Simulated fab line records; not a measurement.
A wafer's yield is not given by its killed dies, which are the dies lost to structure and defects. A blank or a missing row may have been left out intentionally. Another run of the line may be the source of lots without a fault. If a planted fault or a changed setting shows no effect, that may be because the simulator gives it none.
Which of the tools did it? -- flow gf180mcu -- 13 lots with 39 wafers sampled at 5 steps, on a route of 602 steps

## WHAT THE GAUGES READ, wafer by wafer
GF_HV_LDD_TW_MEAS_50. Usual: HV_LDD_4_TW typically reads 574, with standard deviation 4.8.
lot,measured,on,HV_LDD_4_TW,flag
L800,day 12 05:07,film_metro-04,574 577 575,
L801,day 12 08:40,film_metro-03,573 574 571,
L802,day 12 23:04,film_metro-03,571 574 575,
L803,day 13 10:41,film_metro-04,579 580 578,
L804,day 13 14:50,film_metro-04,577 577 577,
L813,day 17 05:07,film_metro-01,567 568 568,
L814,day 17 09:48,film_metro-01,566 566 570,
L816,day 17 19:59,film_metro-04,576 575 576,
L818,day 18 13:04,film_metro-04,581 577 574,
L819,day 18 18:37,film_metro-04,579 578 581,
L821,day 19 16:34,film_metro-04,576 576 578,
L822,day 20 00:28,film_metro-03,568 567 565,
L823,day 20 06:11,film_metro-03,566 572 569,

GF_NSD_TW_MEAS_12. Usual: NSD_TW typically reads 4261, with standard deviation 23.
lot,measured,on,NSD_TW,flag
L800,day 13 05:20,film_metro-02,4283 4248 4275,
L801,day 13 09:46,film_metro-02,4264 4284 4287,
L802,day 13 22:41,film_metro-01,4226 4247 4217,
L803,day 14 11:19,film_metro-03,4289 4282 4289,
L804,day 14 15:11,film_metro-01,4217 4234 4228,
L813,day 18 10:28,film_metro-02,4261 4287 4253,
L814,day 18 12:50,film_metro-02,4284 4275 4262,
L816,day 18 23:32,film_metro-01,4259 4246 4258,
L818,day 19 17:05,film_metro-02,4257 4265 4257,
L819,day 19 22:10,film_metro-01,4235 4250 4258,
L821,day 20 19:52,film_metro-01,4242 4244 4229,
L822,day 21 04:32,film_metro-02,4250 4234 4248,
L823,day 21 09:29,film_metro-02,4253 4259 4260,

GF_SAB_THK_MEAS_01. Usual: SAB_CVD_00_THK typically reads 50.0 nm, with standard deviation 0.7.
lot,measured,on,SAB_CVD_00_THK (nm),flag
L800,day 14 01:59,film_metro-02,49.5 49.9 49.9,
L801,day 14 07:16,film_metro-04,50.1 50.7 51.3,
L802,day 14 20:28,film_metro-04,49.2 50.5 50.3,
L803,day 15 08:52,film_metro-03,49.3 48.5 50.1,
L804,day 15 13:50,film_metro-03,49.3 48.9 50.0,
L813,day 19 11:14,film_metro-04,51.0 47.7 50.9,
L814,day 19 14:06,film_metro-02,49.8 51.2 50.5,
L816,day 20 00:37,film_metro-03,50.8 50.4 50.0,
L818,day 20 18:01,film_metro-03,50.5 50.1 50.8,
L819,day 20 23:13,film_metro-02,49.9 50.0 50.6,
L821,day 21 20:39,film_metro-04,49.6 51.0 50.2,
L822,day 22 04:07,film_metro-04,49.1 50.3 49.4,
L823,day 22 09:18,film_metro-03,49.3 49.7 50.7,

GF_SAB_OVL_MEAS_10. Usual: SAB_OVL typically reads 0.0 nm, with standard deviation 1.9.
lot,measured,on,SAB_OVL (nm),flag
L800,day 14 22:37,overlay-02,-0.9 -1.1 0.7,
L801,day 15 04:47,overlay-02,1.7 2.6 2.8,
L802,day 15 18:29,overlay-02,0.2 0.0 -0.4,
L803,day 16 06:28,overlay-02,-1.7 -1.6 1.3,
L804,day 16 11:25,overlay-02,-0.3 0.8 -0.7,
L813,day 20 11:17,overlay-01,0.5 1.3 1.1,
L814,day 20 14:26,overlay-02,-2.9 0.7 -1.8,
L816,day 20 23:59,overlay-01,1.7 -0.8 -0.1,
L818,day 21 17:42,overlay-01,-2.5 0.9 -1.1,
L819,day 21 23:28,overlay-01,2.1 2.2 2.0,
L821,day 22 19:46,overlay-01,0.8 0.8 0.8,
L822,day 23 03:16,overlay-01,-1.0 -1.5 -2.6,
L823,day 23 07:38,overlay-02,-0.4 0.0 -1.2,

## WHICH TOOL RAN EACH LOT (tool, then ch and the chambers of the sampled wafers, then the start)
lot,GF_SAB_CVD_00
L800,"pecvd-03 ch 0,1, day 14 01:57"
L801,"pecvd-04 ch 0,2, day 14 07:14"
L802,"pecvd-04 ch 1,2, day 14 20:26"
L803,"pecvd-04 ch 0,2, day 15 08:50"
L804,"pecvd-01 ch 0,2, day 15 13:40"
L813,"pecvd-01 ch 0,2, day 19 11:08"
L814,"pecvd-03 ch 0,1,2, day 19 14:04"
L816,"pecvd-03 ch 0,1,2, day 20 00:35"
L818,"pecvd-03 ch 0,1,2, day 20 17:59"
L819,"pecvd-04 ch 0,1, day 20 23:12"
L821,"pecvd-04 ch 1,2, day 21 20:38"
L822,"pecvd-01 ch 0,1, day 22 04:05"
L823,"pecvd-03 ch 0,1, day 22 09:16"
- GF_SAB_CVD_00: deposits SiO2 from TEOS, target thk 50 nm, time 4.9302 s.

## AS READ BY THE TOOLS THEMSELVES (means over the sampled wafers that have a number; for cases with no such wafer, the mark the record gives instead)
GF_SAB_CVD_00. Usual: heater_power_w reads 678 W (standard deviation 96).
lot,tool,heater_power_w (W),flag
L800,pecvd-03,608,
L801,pecvd-04,573,
L802,pecvd-04,647,
L803,pecvd-04,613,
L804,pecvd-01,697,
L813,pecvd-01,815,
L814,pecvd-03,644,
L816,pecvd-03,641,
L818,pecvd-03,638,
L819,pecvd-04,698,
L821,pecvd-04,632,
L822,pecvd-01,664,
L823,pecvd-03,640,

## THE ANSWER, worked out from the rows above alone
Rule: a lot is off if the mean of its wafers that have a number lies more than 3 standard deviations from the usual mean. Also off: a lot with no number at a reading for which 4 or more lots have one. Where the step has rows for the other lots, those lots are counted as sound. After the gauges, taken in route order, come the tools' own readings; for these a lot's mean is taken, as printed above. The first step at which some lot is off is used, and at that step the reading that is off furthest; a lot without a number counts as furthest.
Nothing can be told from this: no lot is off at any reading shown.

## WHAT HAD BEEN PUT IN BY THE SIMULATOR
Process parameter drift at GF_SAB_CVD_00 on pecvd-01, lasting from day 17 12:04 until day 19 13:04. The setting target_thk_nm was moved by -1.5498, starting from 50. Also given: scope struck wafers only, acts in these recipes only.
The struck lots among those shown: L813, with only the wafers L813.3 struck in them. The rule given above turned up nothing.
